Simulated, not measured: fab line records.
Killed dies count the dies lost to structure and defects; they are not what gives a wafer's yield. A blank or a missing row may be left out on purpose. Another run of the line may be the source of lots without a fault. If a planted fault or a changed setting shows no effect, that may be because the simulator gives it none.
fab line records	flow sky130
[record] lots = 11	wafers = 33	lastDay = 50
route steps=708 shown VIA2@530 CAPM@539 METAL3@558 PAD_OPEN@708
lots that met no fault: taken from a fault-free run of the same line
startH: hours from the record's opening day to when the first of the lot's shown wafers began	waitH: hours since the lot's step before	" unchanged from the row above	L1.1+2: a row that stands for several wafers	- either no value or no given start	* or withheld: withheld	< > ~ a bound
route shown NAME@n: a module of which the file shows steps, and the number in the route of the first	usual: mean/standard deviation taken from wafers without a fault	same: alike in all rows	chamber/n: place in a boat	sites: each site's reading	_std_site: standard deviation of those values	_edge_site: outer sites' mean less inner sites'	radiusMm: for every site, how far away it sits from the centre of the wafer	mask NAME#n: copy n	behind: the most recent tool/chamber to have shaped the wafer	hold: why the lot went on hold/how many hours it stayed there/how the hold came to an end	device: whichever transistor did not switch (one of n, p or np)	end of line: tests run on the same wafers once the route is complete	step lacking rows: just its recipe	killed: the dies lost at the first sort to structure and to defects; this is not the yield of the wafer	map: per-die view of a wafer (x killed, . not killed, _ where there is no die)
set.NAME: setting as actually run; set.NAME@STEP: the setting as run at that earlier step	model.NAME: the simulator's own value behind a step, which no gauge read
steps of the route over a sample of lots; a table a step, a row a wafer
services: when a tool's chamber went out of use (startH, in hours from the record's first day, below 0 if earlier), for how many hours, and the reason
[[steps]]
[step SKY_VIA2_THK_MEAS_23]
[recipe] thkMeasGauge = xrf	reads = W_of_VIA2_CVD_21
[usual] VIA2_W_THK = 403/9
lot.wafer	tool	chamber	startH	waitH	VIA2_W_THK[nm]
L903.4	filmMetro-01	-	865.44	0.1	394
L903.5	"	-	"	"	394
L903.6	"	-	"	"	417
L904.3	filmMetro-02	-	875.00	0.1	406
L904.4	"	-	"	"	401
L904.5	"	-	"	"	402
L905.3	filmMetro-03	-	883.13	0.1	403
L905.5	"	-	"	"	401
L905.6	"	-	"	"	410
L910.1	filmMetro-01	-	917.03	0.1	409
L910.4	"	-	"	"	397
L910.6	"	-	"	"	391
L911.1	filmMetro-01	-	929.72	0.1	416
L911.3	"	-	"	"	397
L911.4	"	-	"	"	418
L912.2	filmMetro-01	-	937.34	0.1	401
L912.3	"	-	"	"	397
L912.4	"	-	"	"	407
L917.2	filmMetro-03	-	970.00	0.1	404
L917.5	"	-	"	"	400
L917.6	"	-	"	"	411
L920.2	filmMetro-02	-	987.02	0.1	408
L920.3	"	-	"	"	406
L920.5	"	-	"	"	403
L921.3	filmMetro-01	-	995.96	0.1	399
L921.5	"	-	"	"	393
L921.6	"	-	"	"	402
L922.1	filmMetro-02	-	1001.79	0.1	396
L922.2	"	-	"	"	421
L922.6	"	-	"	"	397
L923.1	filmMetro-02	-	1014.39	0.1	396
L923.3	"	-	"	"	389
L923.5	"	-	"	"	418
[step SKY_CAPM_SPUTTER_02]
[recipe] material = TiN	targetThkNm = 200	tempC = 300	powerW = 6500	timeS = 166.7	chamberPressurePa = 0.4
[usual] throttleValvePct = 29.4/0.91
lot.wafer	tool	chamber	startH	waitH	throttleValvePct
L903.4	pvdSputter-01	-	866.15	0.0	30.2
L903.5	"	-	"	"	29.5
L903.6	"	-	"	"	30.2
L904.3	pvdSputter-02	-	875.58	0.0	29.4
L904.4	"	-	"	"	27.4
L904.5	"	-	"	"	30.7
L905.3	pvdSputter-01	-	883.71	0.0	28.8
L905.5	"	-	"	"	29.3
L905.6	"	-	"	"	28.5
L910.1	pvdSputter-01	-	917.63	0.1	30.3
L910.4	"	-	"	"	29.0
L910.6	"	-	"	"	30.0
L911.1	pvdSputter-01	-	930.31	0.1	28.5
L911.3	"	-	"	"	30.3
L911.4	"	-	"	"	29.9
L912.2	pvdSputter-01	-	937.92	0.0	28.8
L912.3	"	-	"	"	29.7
L912.4	"	-	"	"	28.3
L917.2	pvdSputter-01	-	970.59	0.0	29.4
L917.5	"	-	"	"	30.2
L917.6	"	-	"	"	29.2
L920.2	pvdSputter-01	-	987.60	0.0	29.2
L920.3	"	-	"	"	28.8
L920.5	"	-	"	"	29.1
L921.3	pvdSputter-02	-	996.54	0.0	29.5
L921.5	"	-	"	"	27.4
L921.6	"	-	"	"	31.4
L922.1	pvdSputter-02	-	1002.39	0.1	29.1
L922.2	"	-	"	"	31.0
L922.6	"	-	"	"	29.9
L923.1	pvdSputter-02	-	1014.98	0.1	27.3
L923.3	"	-	"	"	31.1
L923.5	"	-	"	"	29.6
[step SKY_METAL3_COAT_08]
[recipe] resist = KrF-thick	spinRpm = 3000	resistThkNm = 1140
[usual] dispensePressureKPa = 50/3.8
lot.wafer	tool	chamber	startH	waitH	dispensePressureKPa
L903.4	lithoTrack-03	0	905	-	49
L903.5	"	0	"	"	49
L903.6	"	0	"	"	49
L904.3	lithoTrack-02	0	912	-	55
L904.4	"	0	"	"	55
L904.5	"	0	"	"	55
L905.3	lithoTrack-04	0	922	-	45
L905.5	"	0	"	"	45
L905.6	"	0	"	"	45
L910.1	lithoTrack-02	0	954	-	55
L910.4	"	0	"	"	55
L910.6	"	0	"	"	55
L911.1	lithoTrack-03	0	967	-	49
L911.3	"	0	"	"	49
L911.4	"	0	"	"	49
L912.2	lithoTrack-04	0	974	-	45
L912.3	"	0	"	"	45
L912.4	"	0	"	"	45
L917.2	lithoTrack-03	0	1006	-	49
L917.5	"	0	"	"	49
L917.6	"	0	"	"	49
L920.2	lithoTrack-04	0	1022	-	45
L920.3	"	0	"	"	45
L920.5	"	0	"	"	45
L921.3	lithoTrack-03	0	1031	-	49
L921.5	"	0	"	"	49
L921.6	"	0	"	"	49
L922.1	lithoTrack-04	0	1036	-	45
L922.2	"	0	"	"	45
L922.6	"	0	1037	-	45
L923.1	lithoTrack-04	0	1049	-	45
L923.3	"	0	"	"	45
L923.5	"	0	"	"	45
[step SKY_METAL3_METAL_ETCH_18]
[recipe] targetDepthA = 8450	stopOn = SiO2	overEtchFrac = 0.3	timeS = 183.1	chemistry = Cl2/BCl3	resistSidewallDeg = 88	pressureMtorr = 10	icpW = 900	biasW = 48.5	Cl2_flow_sccm = 60	bcl3FlowSccm = 30
[usual] biasW = 48.47/0.15	drypumpMotorCurrentA = 5.9/0.38	oesProductAu = 0.868/0.0075	throttleValvePct = 22.264/0.0097
lot.wafer	tool	chamber	startH	waitH	biasW	drypumpMotorCurrentA	oesProductAu	rfHoursCounterH	throttleValvePct
L903.4	rieMetal-03	1	918.84	0.1	48.59	6.1	0.872	-	22.268
L903.5	"	1	"	"	48.54	6.1	0.859	-	22.264
L903.6	"	0	"	"	48.58	6.4	0.855	-	22.259
L904.3	rieMetal-03	1	925.27	0.1	48.62	6.1	0.868	-	22.271
L904.4	"	0	"	"	48.42	6.4	0.868	-	22.270
L904.5	"	0	"	"	48.27	6.4	0.870	-	22.270
L905.3	rieMetal-02	0	935.52	0.1	48.28	6.0	0.878	-	22.264
L905.5	"	1	"	"	48.43	5.3	0.884	-	22.255
L905.6	"	0	"	"	48.48	6.0	0.884	-	22.268
L910.1	rieMetal-02	1	966.98	0.0	48.63	5.3	0.858	8	22.259
L910.4	"	1	"	"	48.37	5.3	0.873	-	22.270
L910.6	"	1	"	"	48.69	5.3	0.863	-	22.261
L911.1	rieMetal-03	1	979.47	0.0	48.43	6.1	0.864	1	22.261
L911.3	"	1	"	"	48.51	6.1	0.865	-	22.256
L911.4	"	1	"	"	48.53	6.1	0.862	-	22.245
L912.2	rieMetal-02	1	987.12	0.0	48.45	5.3	0.869	9	22.256
L912.3	"	1	"	"	48.65	5.3	0.879	-	22.274
L912.4	"	0	"	"	48.38	5.9	0.868	-	22.235
L917.2	rieMetal-03	0	1018.74	0.0	48.51	6.4	0.878	15	22.268
L917.5	"	1	"	"	48.50	6.2	0.886	-	22.273
L917.6	"	0	"	"	48.50	6.4	0.877	-	22.277
L920.2	rieMetal-04	0	1034.84	0.0	48.50	6.2	0.870	6	22.264
L920.3	"	0	"	"	48.28	6.1	0.866	-	22.262
L920.5	"	1	"	"	48.52	5.5	0.876	-	22.251
L921.3	rieMetal-02	1	1043.13	0.1	48.44	5.3	0.865	-	22.260
L921.5	"	0	"	"	48.43	5.9	0.848	-	22.260
L921.6	"	1	"	"	48.38	5.3	0.867	-	22.264
L922.1	rieMetal-04	0	1048.58	0.0	48.62	6.1	0.865	7	22.253
L922.2	"	1	"	"	48.63	5.5	0.865	11	22.262
L922.6	"	0	"	"	48.71	6.2	0.877	-	22.272
L923.1	rieMetal-02	1	1060.39	0.0	48.50	5.3	0.876	14	22.261
L923.3	"	1	"	"	48.32	5.3	0.865	-	22.272
L923.5	"	1	"	"	48.47	5.3	0.853	-	22.283
[step SKY_METAL3_STRIP_19]
[recipe] chemistry = O2/N2	powerW = 1400	pressureMtorr = 1500	platenTempC = withheld	o2FlowSccm = 3000	n2FlowSccm = 300	overashFraction = 0.5
[usual] drypumpMotorCurrentA = 6.0/0.8	n2FlowSccm = 300.1/0.88	oesProductAu = 0.504/0.0067	stripTimeToEndpointS = 6.57/0.11
lot.wafer	tool	chamber	startH	waitH	drypumpMotorCurrentA	n2FlowSccm	oesProductAu	rfHoursCounterH	stripTimeToEndpointS
L903.4	plasmaAsher-03	0	918.99	0.1	6.5	299.6	0.498	-	6.56
L903.5	"	0	"	"	6.5	298.6	0.503	-	6.57
L903.6	"	1	"	"	6.7	299.2	0.503	-	6.51
L904.3	plasmaAsher-03	1	925.42	0.1	6.7	300.4	0.504	-	6.52
L904.4	"	0	"	"	6.5	301.8	0.491	-	6.45
L904.5	"	1	"	"	6.7	300.2	0.498	-	6.40
L905.3	plasmaAsher-02	0	935.68	0.1	4.8	301.6	0.506	-	6.46
L905.5	"	0	"	"	4.8	301.6	0.506	-	6.63
L905.6	"	1	"	"	5.1	299.7	0.494	-	6.37
L910.1	plasmaAsher-03	1	967.16	0.1	6.7	301.4	0.558	23	7.85
L910.4	"	1	"	"	6.7	300.2	0.556	-	7.83
L910.6	"	1	"	"	6.7	301.6	0.561	-	7.83
L911.1	plasmaAsher-03	1	979.82	0.3	6.7	300.5	0.502	25	6.56
L911.3	"	1	"	"	6.7	300.3	0.499	-	6.53
L911.4	"	0	"	"	6.5	300.5	0.507	-	6.56
L912.2	plasmaAsher-03	0	987.30	0.1	6.5	299.5	0.502	26	6.72
L912.3	"	0	"	"	6.5	299.4	0.506	-	6.67
L912.4	"	1	"	"	6.7	301.0	0.500	-	6.44
L917.2	plasmaAsher-02	1	1018.92	0.1	5.1	300.8	0.508	117	6.54
L917.5	"	1	"	"	5.0	300.1	0.510	-	6.68
L917.6	"	0	"	"	4.8	299.5	0.493	-	6.51
L920.2	plasmaAsher-04	0	1035.02	0.1	6.4	300.6	0.508	80	6.62
L920.3	"	1	"	"	4.8	300.3	0.502	-	6.57
L920.5	"	0	"	"	6.4	299.5	0.500	-	6.50
L921.3	plasmaAsher-02	1	1043.28	0.1	5.0	300.2	0.518	-	6.72
L921.5	"	1	"	"	5.1	300.9	0.501	-	6.46
L921.6	"	0	"	"	4.8	300.6	0.518	-	6.76
L922.1	plasmaAsher-03	1	1048.76	0.1	6.7	300.5	0.505	33	6.70
L922.2	"	0	"	"	6.5	300.6	0.506	33	6.53
L922.6	"	1	"	"	6.7	299.1	0.515	-	6.77
L923.1	plasmaAsher-04	1	1060.57	0.1	4.8	298.2	0.516	83	6.69
L923.3	"	0	"	"	6.3	300.4	0.515	-	6.76
L923.5	"	1	"	"	4.8	300.7	0.509	-	6.74
[step SKY_PAD_OPEN_PROBE_99]
[usual] defectLimitedYield = 82.9/2.2	killed_at_M0_to_M3 = 42/7	killed_at_M4_up = 2.8/1.8	killedAtContacts = 24/5.8	killedAtFrontEnd = 15/4.8	killedAtOther = 0.3/0.56	killedDies = 84/11	killedOpen = 46/7.8	killedShort = 38/6.3	sort_bin_3_pad_short = 0.8/0.43	sort_bin_5_function = 10.2/1.6	sort_bin_6_memory = 6.0/1.1	sortNPass = 408/11	sortYieldPct = 82.9/2.2
[same] grossDies = 492	killedAtBackSide = 0	sort_bin_4_leakage[%] = 0	sort_bin_8_speed[%] = 0
lot.wafer	tool	chamber	startH	waitH	defectLimitedYield[%]	killed_at_M0_to_M3	killed_at_M4_up	killedAtContacts	killedAtFrontEnd	killedAtOther	killedDies	killedOpen	killedShort	sort_bin_3_pad_short[%]	sort_bin_5_function[%]	sort_bin_6_memory[%]	sortNPass	sortYieldPct[%]
L903.4	prober-01	-	1090.97	0.2	87.0	33	7	17	7	0	64	31	33	0.6	7.5	4.9	428	87.0
L903.5	prober-01	-	1091.02	0.2	83.7	43	2	17	17	1	80	42	38	1.0	10.0	5.3	412	83.7
L903.6	prober-01	-	1091.07	0.2	82.9	42	6	24	12	0	84	42	42	1.2	10.4	5.5	408	82.9
L905.3	prober-01	-	1103.40	0.2	81.9	42	2	17	28	0	89	48	41	2.2	8.7	7.1	403	81.9
L905.5	prober-01	-	1103.50	0.2	82.3	35	4	27	19	2	87	48	38	1.2	11.4	5.1	405	82.3
L905.6	prober-01	-	1103.55	0.2	83.3	36	4	21	20	1	82	39	42	0.8	8.9	6.9	410	83.3
L910.1	prober-02	-	1129.69	0.1	84.1	50	4	11	13	0	78	53	25	0.2	8.3	7.3	414	84.1
L910.4	prober-02	-	1129.84	0.2	79.5	57	3	33	8	0	101	53	48	0.8	12.0	7.7	391	79.5
L910.6	prober-02	-	1129.94	0.2	83.1	34	3	30	15	1	83	43	40	1.0	10.0	5.9	409	83.1
L911.1	prober-01	-	1140.01	0.1	82.7	43	4	23	15	0	85	43	42	1.4	10.4	5.5	407	82.7
L911.3	prober-01	-	1140.11	0.2	80.9	43	6	33	12	0	94	51	43	0.2	11.0	7.9	398	80.9
L911.4	prober-01	-	1140.16	0.2	82.1	35	1	27	25	0	88	50	38	0.6	10.8	6.5	404	82.1
L912.2	prober-02	-	1145.59	0.1	80.5	57	0	23	15	1	96	50	46	2.0	12.2	5.3	396	80.5
L912.3	prober-02	-	1145.64	0.2	81.9	44	2	26	17	0	89	40	48	0.6	11.8	5.7	403	81.9
L912.4	prober-02	-	1145.69	0.2	83.7	37	4	28	11	0	80	51	29	0.4	11.0	4.9	412	83.7
L917.2	prober-01	-	1170.64	0.1	80.7	47	4	30	14	0	95	47	47	1.8	12.4	5.1	397	80.7
L917.5	prober-01	-	1170.79	0.2	83.5	39	2	24	16	0	81	41	40	0.8	9.8	5.9	411	83.5
L917.6	prober-01	-	1170.84	0.2	86.2	40	2	16	10	0	68	38	29	0.6	7.5	5.7	424	86.2
L920.2	prober-02	-	1182.40	0.1	80.1	45	0	26	27	0	98	61	37	0.8	12.2	6.9	394	80.1
L920.3	prober-02	-	1182.45	0.2	81.7	38	2	29	21	0	90	53	37	0.4	10.8	7.1	402	81.7
L920.5	prober-02	-	1182.55	0.2	82.3	41	1	25	20	0	87	53	34	1.4	10.0	6.3	405	82.3
L921.3	prober-01	-	1187.31	0.2	87.2	30	2	20	11	0	63	36	27	0.6	7.5	4.7	429	87.2
L921.5	prober-01	-	1187.41	0.2	84.3	34	2	28	13	0	77	41	36	0.8	8.3	6.5	415	84.3
L921.6	prober-01	-	1187.46	0.2	85.4	31	2	26	13	0	72	42	30	0.2	8.5	5.9	420	85.4
// killed by level:class
L903.4 VIA3:geometricParticle:open=9 METAL2:geometricParticle:short=6 LI_CONTACT:geometricParticle:open=6 METAL4:geometricParticle:short=6 VIA1:geometricParticle:short=5 CONTACT:geometricParticle:short=4 METAL1:geometricParticle:short=4 LOCAL_INTERCONNECT:geometricParticle:short=3
L903.5 METAL2:geometricParticle:short=10 LI_CONTACT:geometricParticle:open=8 VIA3:geometricParticle:open=8 VIA1:geometricParticle:open=6 VIA2:geometricParticle:open=6 POLY_GATE:geometricParticle:open=5 FIELD_ISO:geometricParticle:short=4 METAL1:geometricParticle:short=4
L903.6 VIA3:geometricParticle:open=10 VIA1:geometricParticle:open=8 CONTACT:geometricParticle:open=7 LI_CONTACT:geometricParticle:open=6 LOCAL_INTERCONNECT:geometricParticle:short=6 METAL2:geometricParticle:short=6 VIA3:geometricParticle:short=5 METAL4:geometricParticle:short=5
L905.3 VIA1:geometricParticle:open=12 POLY_GATE:geometricParticle:open=8 METAL2:geometricParticle:short=8 METAL1:geometricParticle:short=8 FIELD_ISO:geometricParticle:open=6 CONTACT:geometricParticle:open=6 FIELD_ISO:geometricParticle:short=5 POLY_GATE:geometricParticle:short=5
L905.5 LI_CONTACT:geometricParticle:open=9 VIA1:geometricParticle:open=9 METAL1:geometricParticle:short=7 CONTACT:geometricParticle:open=7 VIA2:geometricParticle:open=7 FIELD_ISO:geometricParticle:open=6 FIELD_ISO:geometricParticle:short=5 LI_CONTACT:geometricParticle:short=5
L905.6 VIA1:geometricParticle:open=9 POLY_GATE:geometricParticle:short=8 VIA2:geometricParticle:open=6 VIA3:geometricParticle:open=6 LI_CONTACT:geometricParticle:open=5 CONTACT:geometricParticle:open=5 POLY_GATE:geometricParticle:open=4 LI_CONTACT:geometricParticle:short=4
L910.1 VIA1:geometricParticle:open=17 VIA3:geometricParticle:open=7 VIA2:geometricParticle:open=6 METAL2:geometricParticle:short=5 CONTACT:geometricParticle:open=5 FIELD_ISO:geometricParticle:open=4 LI_CONTACT:geometricParticle:open=4 METAL1:geometricParticle:short=4
L910.4 VIA3:geometricParticle:open=11 CONTACT:geometricParticle:open=9 LI_CONTACT:geometricParticle:open=9 VIA1:geometricParticle:open=9 VIA1:geometricParticle:short=8 VIA2:geometricParticle:open=7 LOCAL_INTERCONNECT:geometricParticle:short=6 METAL1:geometricParticle:short=6
L910.6 CONTACT:geometricParticle:open=11 LI_CONTACT:geometricParticle:open=8 VIA3:geometricParticle:open=8 METAL2:geometricParticle:short=7 VIA1:geometricParticle:open=5 POLY_GATE:geometricParticle:short=4 SPACER:geometricParticle:short=4 VIA1:geometricParticle:short=4
L911.1 VIA1:geometricParticle:open=10 LI_CONTACT:geometricParticle:open=6 VIA1:geometricParticle:short=6 LOCAL_INTERCONNECT:geometricParticle:short=6 POLY_GATE:geometricParticle:short=5 CONTACT:geometricParticle:open=5 VIA3:geometricParticle:open=5 FIELD_ISO:geometricParticle:short=4
L911.3 CONTACT:geometricParticle:open=11 VIA3:geometricParticle:open=10 LI_CONTACT:geometricParticle:open=8 VIA1:geometricParticle:open=8 VIA3:geometricParticle:short=7 LI_CONTACT:geometricParticle:short=6 FIELD_ISO:geometricParticle:open=5 METAL1:geometricParticle:short=5
L911.4 CONTACT:geometricParticle:open=18 POLY_GATE:geometricParticle:short=7 VIA1:geometricParticle:open=6 METAL1:geometricParticle:short=6 POLY_GATE:geometricParticle:open=5 METAL2:geometricParticle:short=5 FIELD_ISO:geometricParticle:open=4 VIA2:geometricParticle:open=4
L912.2 CONTACT:geometricParticle:open=11 VIA1:geometricParticle:open=9 METAL2:geometricParticle:short=9 METAL1:geometricParticle:short=8 VIA1:geometricParticle:short=7 FIELD_ISO:geometricParticle:short=6 VIA2:geometricParticle:open=6 LI_CONTACT:geometricParticle:open=5
L912.3 VIA1:geometricParticle:open=9 CONTACT:geometricParticle:short=8 CONTACT:geometricParticle:open=7 VIA3:geometricParticle:open=6 LI_CONTACT:geometricParticle:open=5 VIA1:geometricParticle:short=5 METAL2:geometricParticle:short=5 VIA2:geometricParticle:open=5
L912.4 CONTACT:geometricParticle:open=13 VIA1:geometricParticle:open=11 LI_CONTACT:geometricParticle:open=7 VIA2:geometricParticle:open=7 VIA3:geometricParticle:open=5 POLY_GATE:geometricParticle:open=4 VIA2:geometricParticle:short=4 FIELD_ISO:geometricParticle:short=3
L917.2 VIA1:geometricParticle:open=14 LOCAL_INTERCONNECT:geometricParticle:short=10 CONTACT:geometricParticle:open=9 VIA2:geometricParticle:short=6 LI_CONTACT:geometricParticle:open=6 VIA3:geometricParticle:open=6 METAL2:geometricParticle:short=5 FIELD_ISO:geometricParticle:short=3
L917.5 CONTACT:geometricParticle:open=8 VIA1:geometricParticle:open=8 LOCAL_INTERCONNECT:geometricParticle:short=6 VIA2:geometricParticle:open=6 POLY_GATE:geometricParticle:open=5 POLY_GATE:geometricParticle:short=5 METAL1:geometricParticle:short=5 VIA3:geometricParticle:open=5
L917.6 VIA1:geometricParticle:open=11 CONTACT:geometricParticle:short=7 LI_CONTACT:geometricParticle:open=5 VIA1:geometricParticle:short=5 VIA3:geometricParticle:open=5 VIA3:geometricParticle:short=4 METAL2:geometricParticle:short=4 SPACER:geometricParticle:open=3
L920.2 LI_CONTACT:geometricParticle:open=10 POLY_GATE:geometricParticle:open=8 CONTACT:geometricParticle:open=8 POLY_GATE:geometricParticle:short=7 VIA1:geometricParticle:open=7 VIA2:geometricParticle:open=7 FIELD_ISO:geometricParticle:open=6 CONTACT:geometricParticle:short=5
L920.3 CONTACT:geometricParticle:open=13 VIA1:geometricParticle:open=13 CONTACT:geometricParticle:short=7 FIELD_ISO:geometricParticle:short=6 LI_CONTACT:geometricParticle:open=6 VIA3:geometricParticle:open=6 VIA1:geometricParticle:short=5 VIA2:geometricParticle:short=5
L920.5 VIA3:geometricParticle:open=9 CONTACT:geometricParticle:open=8 LI_CONTACT:geometricParticle:open=7 VIA1:geometricParticle:open=7 POLY_GATE:geometricParticle:open=6 VIA2:geometricParticle:open=6 FIELD_ISO:geometricParticle:open=5 FIELD_ISO:geometricParticle:short=5
L921.3 CONTACT:geometricParticle:open=10 VIA3:geometricParticle:open=5 LOCAL_INTERCONNECT:geometricParticle:short=5 VIA1:geometricParticle:open=5 METAL2:geometricParticle:short=4 VIA2:geometricParticle:short=4 FIELD_ISO:geometricParticle:short=3 FIELD_ISO:geometricParticle:open=3
L921.5 CONTACT:geometricParticle:open=9 LOCAL_INTERCONNECT:geometricParticle:short=7 METAL2:geometricParticle:short=7 VIA3:geometricParticle:open=6 POLY_GATE:geometricParticle:open=5 VIA1:geometricParticle:open=5 LI_CONTACT:geometricParticle:open=5 POLY_GATE:geometricParticle:short=3
L921.6 LI_CONTACT:geometricParticle:open=8 VIA1:geometricParticle:open=8 CONTACT:geometricParticle:open=8 CONTACT:geometricParticle:short=7 METAL1:geometricParticle:short=5 VIA3:geometricParticle:open=5 VIA2:geometricParticle:open=4 VIA3:geometricParticle:short=4
[[services]]
tool	chamber	startH	hours	kind
rieMetal-02	-	875.61	0.7	repair
plasmaAsher-02	-	880.67	14.6	pm
pvdSputter-01	-	884.84	0.6	repair
pvdSputter-02	-	887.76	7.1	repair
rieMetal-04	-	889.96	2.8	pm
plasmaAsher-02	-	897.25	16.6	repair
rieMetal-03	1	927.03	-	clean
rieMetal-03	1	927.03	26.2	scheduledDown
rieMetal-03	1	927.03	26.2	ventCycle
pvdSputter-02	-	943.68	0.5	repair
plasmaAsher-04	-	946.41	72.2	repair
pvdSputter-01	-	948.57	15.8	repair
rieMetal-04	0	951.34	7.3	repair
pvdSputter-02	1	952.90	-	consumableReplace:kit
pvdSputter-02	1	952.90	18.0	scheduledDown
pvdSputter-01	0	964.36	-	consumableReplace:kit
pvdSputter-01	0	964.36	18.0	scheduledDown
pvdSputter-01	0	964.36	18.0	ventCycle
rieMetal-03	0	975.18	21.3	repair
rieMetal-03	-	1002.87	0.5	repair
pvdSputter-01	-	1004.35	3.2	repair
rieMetal-03	-	1037.16	14.6	pm
plasmaAsher-02	-	1055.25	9.0	pm
pvdSputter-01	-	1056.52	1.0	repair
[[key]]
[firstSign] step = SKY_METAL3_STRIP_19	reading = stripTimeToEndpointS	direction = up	sigmas = 12	usual = *	struck = *
[effect] step = SKY_METAL3_STRIP_19	reading = oesProductAu	direction = up	sigmas = 8.2	usual = 0.504	struck = 0.558
metAt SKY_METAL3_COAT_08
struckLots L910
notActingAt SKY_VIA2_THK_MEAS_23,SKY_CAPM_SPUTTER_02,SKY_METAL3_METAL_ETCH_18
onsetBetween 912 954
[fault] kind = processParameterDrift	tool = lithoTrack-02	chamber = -	onsetH = 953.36	steps = SKY_METAL3_COAT_08	channel = resistThkNm	offset = 112.93	shape = step	endH = 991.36	actsIn = theseRecipesOnly	stated = 1140
